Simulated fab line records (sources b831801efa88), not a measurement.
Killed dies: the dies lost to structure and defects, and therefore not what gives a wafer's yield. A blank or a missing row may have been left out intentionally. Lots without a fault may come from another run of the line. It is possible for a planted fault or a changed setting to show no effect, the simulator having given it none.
Which tool was responsible? -- flow sky130 -- 72 wafers from 24 lots sampled at 4 of the route's 708 steps

WHAT EACH GAUGE READ, for each wafer
SKY_CONTACT_THK_MEAS_26: measures by xrf.
lot,measured,on,CONTACT_W_THK (nm)
L074,day 31 23:50,film-metro-04,349 352 349
L075,day 32 00:52,film-metro-04,347 347 354
L076,day 32 10:59,film-metro-01,348 354 342
L077,day 32 12:33,film-metro-04,348 350 351
L078,day 33 06:16,film-metro-01,349 351 349
L079,day 33 07:44,film-metro-03,343 341 339
L080,day 33 21:53,film-metro-04,346 344 346
L081,day 33 20:34,film-metro-01,352 354 350
L082,day 34 08:30,film-metro-04,349 346 351
L083,day 34 09:57,film-metro-04,347 345 352
L084,day 34 11:33,film-metro-04,353 352 351
L087,day 35 22:49,film-metro-03,343 346 346
L088,day 35 20:20,film-metro-03,342 346 340
L085,day 36 01:02,film-metro-03,342 344 344
L086,day 36 02:46,film-metro-03,342 343 344
L089,day 36 15:48,film-metro-04,352 352 351
L090,day 36 20:24,film-metro-03,344 346 337
L091,day 37 06:34,film-metro-01,349 351 348
L093,day 37 11:17,film-metro-01,345 349 343
L092,day 37 12:21,film-metro-01,350 348 351
L094,day 37 18:25,film-metro-03,336 339 338
L095,day 38 07:52,film-metro-03,344 340 341
L096,day 38 16:16,film-metro-01,348 349 347
L097,day 38 18:05,film-metro-01,343 347 344

SKY_VIA2_THK_MEAS_01.
lot,measured,on,VIA2_HDPCVD_THK (nm)
L074,day 35 13:33,film-metro-03,1168 1170 1163
L075,day 35 13:44,film-metro-01,1195 1179 1183
L076,day 35 23:13,film-metro-03,1177 1162 1173
L077,day 36 00:25,film-metro-04,1191 1189 1194
L078,day 36 18:22,film-metro-01,1192 1193 1175
L079,day 36 19:11,film-metro-03,1185 1183 1179
L080,day 37 09:28,film-metro-04,1180 1172 1170
L081,day 37 06:31,film-metro-04,1166 1178 1171
L082,day 37 18:26,film-metro-01,1171 1161 1169
L083,day 37 20:45,film-metro-03,1181 1179 1186
L084,day 37 22:58,film-metro-03,1189 1173 1177
L087,day 39 08:08,film-metro-03,1162 1168 1173
L088,day 39 04:53,film-metro-04,1183 1187 1194
L085,day 39 10:13,film-metro-01,1171 1171 1187
L086,day 39 10:47,film-metro-01,1180 1185 1184
L089,day 39 23:41,film-metro-04,1168 1178 1171
L090,day 40 04:20,film-metro-03,1172 1176 1186
L091,day 40 15:08,film-metro-03,1166 1170 1180
L093,day 40 19:56,film-metro-01,1190 1187 1174
L092,day 40 20:08,film-metro-03,1188 1175 1161
L094,day 41 01:01,film-metro-01,1164 1171 1191
L095,day 41 14:26,film-metro-01,1178 1190 1193
L096,day 41 22:09,film-metro-04,1185 1185 1193
L097,day 42 00:26,film-metro-04,1162 1167 1147

WHICH TOOL RAN EACH LOT (tool, then ch and the chambers of the sampled wafers, then the start)
lot,SKY_POLY_GATE_ETCH_15,SKY_VIA1_CMP_02
L074,"rie-diel-04 ch 0,2,3, day 16 18:05","cmp-01 ch 1,2,3, day 33 05:04"
L075,"rie-diel-03 ch 0,2, day 16 23:16","cmp-01 ch 0,1,2, day 33 06:02"
L076,"rie-diel-04 ch 0,2,3, day 17 06:49","cmp-02 ch 0,1,3, day 33 15:13"
L077,"rie-diel-03 ch 0,1,3, day 17 08:19","cmp-01 ch 0,2,3, day 33 16:50"
L078,"rie-diel-03 ch 0,1,3, day 18 02:22","cmp-02 ch 0,3, day 34 10:16"
L079,"rie-diel-03 ch 2,3, day 18 08:34","cmp-01 ch 2,3, day 34 11:10"
L080,"rie-diel-03 ch 1,3, day 18 16:10","cmp-01 ch 0,3, day 35 02:16"
L081,"rie-diel-03 ch 0,1,3, day 18 20:49","cmp-02 ch 1,2,3, day 35 00:25"
L082,"rie-diel-01 ch 0,1, day 18 23:37","cmp-02 ch 1,2, day 35 12:55"
L083,"rie-diel-01 ch 1,2,3, day 19 14:37","cmp-01 ch 1,2,3, day 35 14:26"
L084,"rie-diel-03 ch 0,1,2, day 19 18:31","cmp-02 ch 0,1,3, day 35 15:57"
L087,"rie-diel-03 ch 1,3, day 21 07:49","cmp-01 ch 0,1,3, day 37 02:01"
L088,"rie-diel-04 ch 0,2,3, day 21 07:52","cmp-02 ch 0,1,3, day 36 23:58"
L085,"rie-diel-01 ch 2,3, day 21 07:58","cmp-02 ch 0,3, day 37 04:32"
L086,"rie-diel-03 ch 1,3, day 21 08:22","cmp-02 ch 0,2,3, day 37 05:19"
L089,"rie-diel-04 ch 0,1, day 22 00:52","cmp-02 ch 0,2,3, day 37 18:10"
L090,"rie-diel-03 ch 0,1,3, day 22 09:28","cmp-01 ch 1,2, day 37 23:22"
L091,"rie-diel-01 ch 2,3, day 22 17:01","cmp-01 ch 0,1, day 38 10:46"
L093,"rie-diel-04 ch 0,2,3, day 23 01:22","cmp-02 ch 1,2, day 38 14:32"
L092,"rie-diel-03 ch 0,2, day 23 02:28","cmp-01 ch 1,2,3, day 38 15:56"
L094,"rie-diel-03 ch 0,1,3, day 23 14:10","cmp-02 ch 1,2,3, day 38 21:35"
L095,"rie-diel-03 ch 1,2, day 24 07:52","cmp-02 ch 1,3, day 39 11:02"
L096,"rie-diel-01 ch 0,1,2, day 24 13:49","cmp-02 ch 0,3, day 39 19:47"
L097,"rie-diel-01 ch 0,1, day 24 15:58","cmp-02 ch 0,1,2, day 39 21:19"
- SKY_POLY_GATE_ETCH_15: etches BARC in N2/H2, stops on SiO2, time 118.5 s, target depth 110 nm.
- SKY_VIA1_CMP_02: polishes SiO2.

WHAT THE TOOLS THEMSELVES READ (means of the sampled wafers that have a number; where no wafer has one, the mark that the record gives instead)
SKY_POLY_GATE_ETCH_15.
lot,tool,drypump-motor-current-A (A),oes-product-au (a.u.),throttle-valve-pct (%)
L074,rie-diel-04,6.0,0.713,13.213
L075,rie-diel-03,6.3,0.712,13.204
L076,rie-diel-04,5.9,0.719,13.219
L077,rie-diel-03,6.0,0.714,13.209
L078,rie-diel-03,6.0,0.719,13.210
L079,rie-diel-03,6.3,0.713,13.206
L080,rie-diel-03,5.4,0.716,13.204
L081,rie-diel-03,6.0,0.716,13.203
L082,rie-diel-01,5.5,0.720,13.221
L083,rie-diel-01,5.9,0.712,13.215
L084,rie-diel-03,5.9,0.717,13.220
L087,rie-diel-03,5.9,0.713,13.213
L088,rie-diel-04,5.9,0.714,13.214
L085,rie-diel-01,6.3,0.717,13.207
L086,rie-diel-03,5.9,0.716,13.213
L089,rie-diel-04,5.7,0.718,13.214
L090,rie-diel-03,6.0,0.718,13.216
L091,rie-diel-01,6.4,0.716,13.224
L093,rie-diel-04,6.0,0.719,13.213
L092,rie-diel-03,6.3,0.712,13.215
L094,rie-diel-03,6.0,0.716,13.207
L095,rie-diel-03,5.7,0.718,13.221
L096,rie-diel-01,6.0,0.716,13.217
L097,rie-diel-01,5.6,0.715,13.217

SKY_VIA1_CMP_02.
lot,tool,motor-current-A (A)
L074,cmp-01,11.1
L075,cmp-01,11.3
L076,cmp-02,11.1
L077,cmp-01,11.2
L078,cmp-02,11.0
L079,cmp-01,11.6
L080,cmp-01,12.1
L081,cmp-02,11.3
L082,cmp-02,11.1
L083,cmp-01,11.2
L084,cmp-02,10.9
L087,cmp-01,11.6
L088,cmp-02,11.1
L085,cmp-02,10.5
L086,cmp-02,11.4
L089,cmp-02,11.0
L090,cmp-01,11.4
L091,cmp-01,11.0
L093,cmp-02,11.6
L092,cmp-01,11.1
L094,cmp-02,11.2
L095,cmp-02,11.1
L096,cmp-02,10.7
L097,cmp-02,11.3

THE ANSWER, worked out from the rows above alone
Rule: the usual values come from the lots themselves. The widest of any qualifying gaps counts: lots, ordered by their means at a reading, are off when they make up no more than a third of the lots, leave a main group of 4 or more, and stand apart from it by 3 or more times the standard deviation of that group's means. If all means in a main group match to the digits the tables above print for the reading, that group is not used. Also off: a lot with no number at a reading for which 4 or more lots have one. Where the step has rows for the other lots, those lots are counted as sound. After the gauges, taken in route order, come the tools' own readings; for these a lot's mean is taken, as printed above. The first step at which some lot is off is used, and at that step the reading that is off furthest; a lot without a number counts as furthest.
None of the lots is off at any reading shown; this tells nothing.

WHAT HAD BEEN PUT IN BY THE SIMULATOR
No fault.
